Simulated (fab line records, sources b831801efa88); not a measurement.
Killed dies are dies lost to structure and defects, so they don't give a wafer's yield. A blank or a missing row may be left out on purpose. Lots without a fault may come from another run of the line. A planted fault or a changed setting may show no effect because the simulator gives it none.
Chamber matching | flow sky130 | SKY_SONOS_ONO_ETCH_15 on rie_diel-01: 4 sister chambers
The step etches the open film in CHF3/O2, target depth 19.52 nm, time 7.8 s. 16 wafers are shown with their chamber, then 8 later ones without.

WAFERS WITH THEIR CHAMBER
wafer  | chamber | drypump_motor_current_A (A) | oes_product_au (a.u.) | throttle_valve_pct (%)
L074.1 | 3       | 5.6                         | 1.012                 | 8.829
L074.5 | 3       | 5.6                         | 1.010                 | 8.832
L074.6 | 2       | 6.6                         | 0.998                 | 8.817
L077.1 | 1       | 6.4                         | 0.980                 | 8.808
L077.2 | 0       | 5.9                         | 1.010                 | 8.825
L077.5 | 3       | 5.6                         | 1.012                 | 8.818
L078.1 | 1       | 6.4                         | 0.980                 | 8.823
L078.3 | 2       | 6.5                         | 0.994                 | 8.825
L078.4 | 1       | 6.3                         | 0.982                 | 8.812
L089.1 | 1       | 6.3                         | 0.988                 | 8.823
L089.2 | 2       | 6.6                         | 0.984                 | 8.831
L089.3 | 3       | 5.6                         | 1.014                 | 8.831
L093.2 | 3       | 5.6                         | 1.012                 | 8.836
L093.5 | 2       | 6.6                         | 0.970                 | 8.797
L093.6 | 3       | 5.6                         | 1.012                 | 8.829
L094.3 | 0       | 5.9                         | 1.007                 | 8.841

SIGNATURES (means of the wafers above)
reading                 | chamber 0 | chamber 1 | chamber 2 | chamber 3 | scatter within a chamber
drypump_motor_current_A | 5.900     | 6.350     | 6.575     | 5.600     | 0.0382
oes_product_au          | 1.00850   | 0.98250   | 0.98650   | 1.01200   | 0.0066
throttle_valve_pct      | 8.83300   | 8.81650   | 8.81750   | 8.82917   | 0.00978
Rule: a wafer's distance from a chamber is the root of the sum, over the readings, of the square of ((its reading less the chamber's mean) divided by the reading's scatter). The wafer belongs to the nearest chamber; if the next one is less than 2 further off, it can't be placed. The scatter: the root of (the sum of the squares of (reading less its chamber's mean) over the shown wafers, divided by (wafers less chambers)).

WAFERS WITHOUT THEIR CHAMBER
wafer  | drypump_motor_current_A (A) | oes_product_au (a.u.) | throttle_valve_pct (%)
L094.4 | 5.6                         | 1.010                 | 8.821
L094.6 | 6.6                         | 0.989                 | 8.836
L096.2 | 6.6                         | 0.986                 | 8.823
L096.4 | 6.4                         | 0.998                 | 8.832
L096.5 | 6.6                         | 0.983                 | 8.820
L097.3 | 6.4                         | 0.974                 | 8.838
L097.5 | 6.6                         | 0.994                 | 8.824
L097.6 | 6.4                         | 0.991                 | 8.820

WHICH CHAMBER EACH WENT THROUGH
wafer  | from the rows above | in truth
L094.4 | 3                   | 3
L094.6 | 2                   | 2
L096.2 | 2                   | 2
L096.4 | 1                   | 1
L096.5 | 2                   | 2
L097.3 | 1                   | 1
L097.5 | 2                   | 2
L097.6 | 1                   | 1
Placed correctly: 8 of 8. Can't be placed from these rows: 0. Placed wrongly: 0.
